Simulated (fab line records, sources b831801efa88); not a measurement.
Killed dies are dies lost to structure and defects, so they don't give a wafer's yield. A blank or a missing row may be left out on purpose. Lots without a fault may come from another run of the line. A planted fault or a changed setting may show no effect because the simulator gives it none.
Which tool did it? | flow gf180mcu | 14 lots, 42 wafers sampled, at 4 steps of a route of 602

WHAT THE GAUGES READ, wafer by wafer
GF_MVSD_OVL_MEAS_07.
lot  | measured     | on         | MVSD_OVL (nm)
L363 | day 4 10:17  | overlay-01 | 1.0 1.0 1.0
L365 | day 4 22:10  | overlay-02 | 0.2 0.4 0.3
L366 | day 5 04:55  | overlay-01 | 1.5 -2.0 -0.3
L367 | day 5 09:19  | overlay-01 | 1.0 1.7 2.5
L368 | day 5 15:22  | overlay-02 | -1.2 0.1 0.1
L374 | day 7 01:58  | overlay-02 | - - -
L375 | day 7 06:40  | overlay-01 | - - -
L379 | day 8 07:40  | overlay-01 | 0.2 1.0 1.2
L381 | day 8 17:01  | overlay-01 | 0.8 -0.5 -0.6
L382 | day 9 01:40  | overlay-02 | 0.5 0.9 0.8
L383 | day 9 05:34  | overlay-02 | 3.3 1.0 3.5
L384 | day 9 13:43  | overlay-01 | -0.5 1.4 -0.1
L385 | day 9 21:31  | overlay-02 | 1.5 2.5 2.8
L386 | day 10 00:07 | overlay-02 | -1.8 0.0 -1.9

GF_MVPSD_TW_MEAS_11.
lot  | measured     | on            | MVPSD_TW
L363 | day 5 00:52  | film_metro-01 | 552 550 551
L365 | day 5 13:17  | film_metro-02 | 537 539 541
L366 | day 5 19:27  | film_metro-01 | 553 552 550
L367 | day 5 23:54  | film_metro-02 | 540 542 541
L368 | day 6 06:33  | film_metro-02 | 539 535 540
L374 | day 7 19:18  | film_metro-03 | 1621 1613 1630
L375 | day 7 23:46  | film_metro-03 | 1618 1622 1622
L379 | day 9 00:56  | film_metro-03 | 559 557 555
L381 | day 9 10:51  | film_metro-02 | 541 542 537
L382 | day 9 19:46  | film_metro-03 | 556 553 556
L383 | day 9 23:52  | film_metro-01 | 550 547 549
L384 | day 10 07:56 | film_metro-01 | 553 551 553
L385 | day 10 16:03 | film_metro-01 | 549 553 556
L386 | day 10 18:32 | film_metro-03 | 561 560 556

GF_VT_IMPLANT_TW_MEAS_10.
lot  | measured     | on            | VT_IMPLANT_TW
L363 | day 5 14:52  | film_metro-02 | 552 554 551
L365 | day 6 03:48  | film_metro-02 | 551 554 553
L366 | day 6 09:59  | film_metro-04 | 560 562 564
L367 | day 6 14:33  | film_metro-02 | 550 553 552
L368 | day 6 21:56  | film_metro-02 | 552 552 552
L374 | day 8 11:34  | film_metro-03 | 1621 1623 1621
L375 | day 8 16:28  | film_metro-03 | 1617 1622 1625
L379 | day 9 18:13  | film_metro-02 | 555 556 554
L381 | day 10 04:36 | film_metro-02 | 551 546 546
L382 | day 10 13:46 | film_metro-02 | 550 550 549
L383 | day 10 17:46 | film_metro-04 | 564 562 564
L384 | day 11 01:54 | film_metro-03 | 574 574 577
L385 | day 11 10:25 | film_metro-02 | 550 549 547
L386 | day 11 13:14 | film_metro-02 | 550 551 547

WHICH TOOL RAN EACH LOT (tool, then ch and the chambers of the sampled wafers, then the start)
lot  | GF_MVSD_COAT_02
L363 | litho_track-03 ch 0, day 4 03:35
L365 | litho_track-02 ch 0, day 4 14:56
L366 | litho_track-03 ch 0, day 4 21:43
L367 | litho_track-03 ch 0, day 5 01:55
L368 | litho_track-01 ch 0, day 5 08:01
L374 | litho_track-01, day 6 18:31
L375 | litho_track-02, day 6 23:23
L379 | litho_track-01 ch 0, day 7 23:17
L381 | litho_track-02 ch 0, day 8 08:55
L382 | litho_track-02 ch 0, day 8 17:04
L383 | litho_track-03 ch 0, day 8 20:32
L384 | litho_track-02 ch 0, day 9 05:23
L385 | litho_track-03 ch 0, day 9 12:07
L386 | litho_track-01 ch 0, day 9 14:40
- GF_MVSD_COAT_02: resist thk 3000 nm.

WHAT THE TOOLS THEMSELVES READ (means of the sampled wafers that have a number; where no wafer has one, the mark that the record gives instead)
GF_MVSD_COAT_02.
lot  | tool           | chill_plate_temp_C (C) | dispense_pressure_kPa (kPa)
L363 | litho_track-03 | 23.01                  | 54.2
L365 | litho_track-02 | 23.02                  | 53.7
L366 | litho_track-03 | 22.95                  | 54.2
L367 | litho_track-03 | 23.05                  | 54.2
L368 | litho_track-01 | 23.13                  | 53.3
L374 | litho_track-01 | -                      | -
L375 | litho_track-02 | -                      | -
L379 | litho_track-01 | 23.04                  | 53.3
L381 | litho_track-02 | 23.05                  | 53.8
L382 | litho_track-02 | 23.07                  | 53.7
L383 | litho_track-03 | 22.97                  | 54.2
L384 | litho_track-02 | 23.04                  | 53.7
L385 | litho_track-03 | 22.84                  | 54.2
L386 | litho_track-01 | 22.88                  | 53.3

THE ANSWER, worked out from the rows above alone
Rule: what is usual is taken from the lots themselves. Put in order of their means at a reading, lots are off if they are a third of the lots or fewer, leave a main group of 4 or more, and stand apart from it by a gap of 3 or more times the standard deviation of the main group's means; of several such gaps the widest counts. A main group whose means are all the same, to the digits that the tables above print for the reading, isn't used. A lot without any number at a reading at which 4 lots or more have one is off too. The other lots that the step has rows for count as sound. The gauges are gone through in route order, then the tools' own readings, and for those a lot's mean is taken as printed above. The first step at which some lot is off is used, and at that step the reading that is off furthest; a lot without a number counts as furthest.
Off: L374, L375, at GF_MVSD_OVL_MEAS_07 (MVSD_OVL). Without a number there: L374, L375. The main group: mean 0.6 nm, standard deviation 1.1.
A tool fits if, at a process step before that reading, it ran every lot that is off, and no sound lot after the first of them. The gauges at GF_MVSD_OVL_MEAS_07 aren't tried: what is off there is off at GF_MVPSD_TW_MEAS_11 too, on other tools, and a gauge's error can't cause that. None of those tried fits.

WHAT THE SIMULATOR HAD PUT IN
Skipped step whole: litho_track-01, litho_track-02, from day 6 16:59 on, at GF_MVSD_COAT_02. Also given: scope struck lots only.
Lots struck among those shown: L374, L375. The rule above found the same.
